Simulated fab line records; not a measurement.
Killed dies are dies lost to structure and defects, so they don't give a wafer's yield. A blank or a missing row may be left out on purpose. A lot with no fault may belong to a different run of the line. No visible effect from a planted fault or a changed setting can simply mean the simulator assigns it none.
One fault seen from 2 desks | flow sfqLine | every desk sees just its own numbers, and what lay behind them comes last

THE METROLOGY DESK
What the gauges read for every lot (on any tool): the sampled wafers with a number, averaged. A lot is out of limits, marked OUT, if its mean lies more than 4 standard deviations from the usual mean; the brackets give that distance.
Columns: A = I0_BOW at SFQ_I0_BOW_MEAS_907, usual 0 um; B = I0_OVL at SFQ_I0_OVL_MEAS_908, usual 1 nm
lot  | first seen here | A  | B
L266 | day 7 10:44     | 3  | -2
L276 | day 10 20:43    | 5  | 4
L277 | day 11 03:43    | 2  | -5
L279 | day 11 22:49    | 3  | -12
L283 | day 13 03:14    | 14 | 8
L286 | day 13 20:25    | 6  | -5
Finding of this desk: none of the 6 lots has anything out of limits.

AT THE TOOL OWNER'S DESK: lithoTrack-02
The tool's own readings at SFQ_TRILAYER_I0_VIA_LITHO_PEB_034 (peb time 60 s): means of the sampled wafers that have a number, for each lot that ran on this tool. A lot is out of limits, marked OUT, if its mean lies more than 4 standard deviations from the usual mean; the brackets give that distance.
Columns: A = heaterPowerTotalW at SFQ_TRILAYER_I0_VIA_LITHO_PEB_034, usual 79.15 W
lot  | first seen here | A
L266 | day 9 14:04     | 79.22
L276 | day 12 19:37    | 87.47 (+99 or more) OUT
L277 | day 13 01:37    | 87.52 (+99 or more) OUT
Finding of this desk: L276, L277 out of limits; the first was L276 at day 12 19:37, on heaterPowerTotalW at SFQ_TRILAYER_I0_VIA_LITHO_PEB_034. L266: within limits.

PUT TOGETHER
An alarm could have come from the tool owner's desk at day 12 19:37, on L276, L277.
From the metrology desk's view, nothing was out of limits.
The metrology desk has L276, L277 on record, within its limits.
SFQ_TRILAYER_I0_VIA_LITHO_PEB_034 was run on lithoTrack-02 by each of the lots named.

WHAT WAS PUT IN BY THE SIMULATOR
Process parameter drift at SFQ_TRILAYER_I0_VIA_LITHO_PEB_034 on lithoTrack-02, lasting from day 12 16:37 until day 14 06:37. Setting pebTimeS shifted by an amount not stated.
Shown lots that were struck: L276, L277.
Delay in hours, fault start to first out-of-limits reading, by desk: the tool owner's desk at 3.
